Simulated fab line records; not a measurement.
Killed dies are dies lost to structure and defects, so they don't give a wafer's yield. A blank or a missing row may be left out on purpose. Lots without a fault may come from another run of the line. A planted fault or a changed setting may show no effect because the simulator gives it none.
Comparing a struck lot with a sound one || flow gf180mcu || 14 out of 602 route steps
Sound: wafers L961.2, L961.4, L961.6. Struck: wafers L964.1, L964.3, L964.4. Last of all comes the cause.
Per side, at each step with rows, come the tool, then ch with its chambers, and then its first start. Under that, the readings that differ: sound wafers || struck wafers || difference of the means || sigmas: that difference in standard deviations of wafers without a fault.
alike: words and numbers the same on both sides, and readings whose means are apart by under 2 such deviations; not compared: readings that were withheld, readings missing a value for some wafer, numbers with overlapping values and no deviation given by the record, and bounds like >300 which may hide the same value.
The two part at a step that has a row with sigmas, a row that says differs or no value, or rows on one side only. When numbers do not overlap yet have no deviation, they are printed without sigmas and do not part them. Lack of a reading on every wafer of one side parts them only where that side has two or more wafers.

GF_HV_LDD_CD_MEAS_46: the cd target is 400 nm.
  sound on cd_sem-02, day 16 23:22; struck on cd_sem-02, day 17 22:02
  alike: cd_nm
GF_HV_LDD_OVL_MEAS_47:
  sound on overlay-02, day 16 23:28; struck on overlay-02, day 17 22:10
  alike: HV_LDD_03_OVL
then, 1 step without rows for these wafers: GF_HV_LDD_IMPLANT_48.
GF_HV_LDD_STRIP_49: strips in O2/N2.
  sound on plasma_asher-01 ch 0,1, day 16 23:39; struck on plasma_asher-01 ch 0,1, day 17 22:21
  alike: drypump_motor_current_A, heater_power_w, oes_product_au, strip_time_to_endpoint_s
  not compared: rf_hours_counter_h
GF_HV_LDD_TW_MEAS_50:
  sound on film_metro-04, day 16 23:46; struck on film_metro-04, day 17 22:27
  alike: HV_LDD_4_TW
then, 1 step without rows for these wafers: GF_HV_LDD_CLEAN_51 (cleans in SC1/SC2, time 150 s).
GF_HV_LDD_RTA_52: time 10 s.
  sound on rtp_anneal-02 ch 0, day 16 23:52; struck on rtp_anneal-01 ch 0, day 17 22:34
{"reading": "lamp_power_pct (%)", "sound": "34 34 34", "struck": "27 27 27", "difference": -7, "sigmas": -2}
  alike: wafer_temp_C_max
GF_HV_LDD_RS_MEAS_53: a four-point-probe measurement.
  sound on film_metro-02, day 16 23:56; struck on film_metro-02, day 17 22:37
  alike: HV_LDD_RS
then, 1 step without rows for these wafers: GF_HV_LDD_CVD_54 (deposits SiO2 from TEOS, target thk 10 nm, time 75 s).
GF_HV_LDD_THK_MEAS_55:
  sound on film_metro-01, day 17 01:35; struck on film_metro-02, day 18 00:17
  alike: HV_LDD_CVD_54_THK
then, 1 step without rows for these wafers: GF_HV_LDD_CVD_56 (deposits Si3N4 from DCS/NH3, target thk 90 nm, time 1543 s).
GF_HV_LDD_THK_MEAS_57:
  sound on film_metro-04, day 17 03:47; struck on film_metro-02, day 18 02:29
  alike: HV_LDD_CVD_56_THK
GF_HV_LDD_ETCHBACK_58: etches Si3N4 in CH3F/O2, stops on SiO2, time 100 s, target depth 90 nm.
  sound on rie_diel-04 ch 0,1,3, day 17 03:50; struck on rie_diel-02 ch 0,1,2, day 18 02:32
  no value came back on the struck wafers for any of 5 readings (O2_flow_sccm (sccm), bias_w (W) and others); on the sound wafers O2_flow_sccm (sccm) reads 30.00 30.06 30.03
{"reading": "model.Si3N4_of_HV_LDD_CVD_56.thk_nm (nm)", "sound": "0 0 0", "struck": "90.22 89.61 89.91", "difference": "+89.91", "sigmas": ""}
{"reading": "model.SiO2_of_HV_LDD_CVD_54.thk_nm (nm)", "sound": "7.552 7.73 7.644", "struck": "9.911 9.857 9.913", "difference": "+2.252", "sigmas": ""}
  not compared: rf_hours_counter_h
-- record jumps: 16 days separate the struck wafers' starts on either side; left off in module HV_LDD, taken up again in module PASSIVATION, whose first shown step is the route's number 602 --
GF_PASSIVATION_PROBE_99:
  record: rows for the struck wafers here (prober-02, day 33 14:50), none for the sound ones

== WHERE THEY PART ==
Earliest at GF_HV_LDD_RTA_52; latest, in this record, at GF_PASSIVATION_PROBE_99.

WHY: whatever the simulator had introduced
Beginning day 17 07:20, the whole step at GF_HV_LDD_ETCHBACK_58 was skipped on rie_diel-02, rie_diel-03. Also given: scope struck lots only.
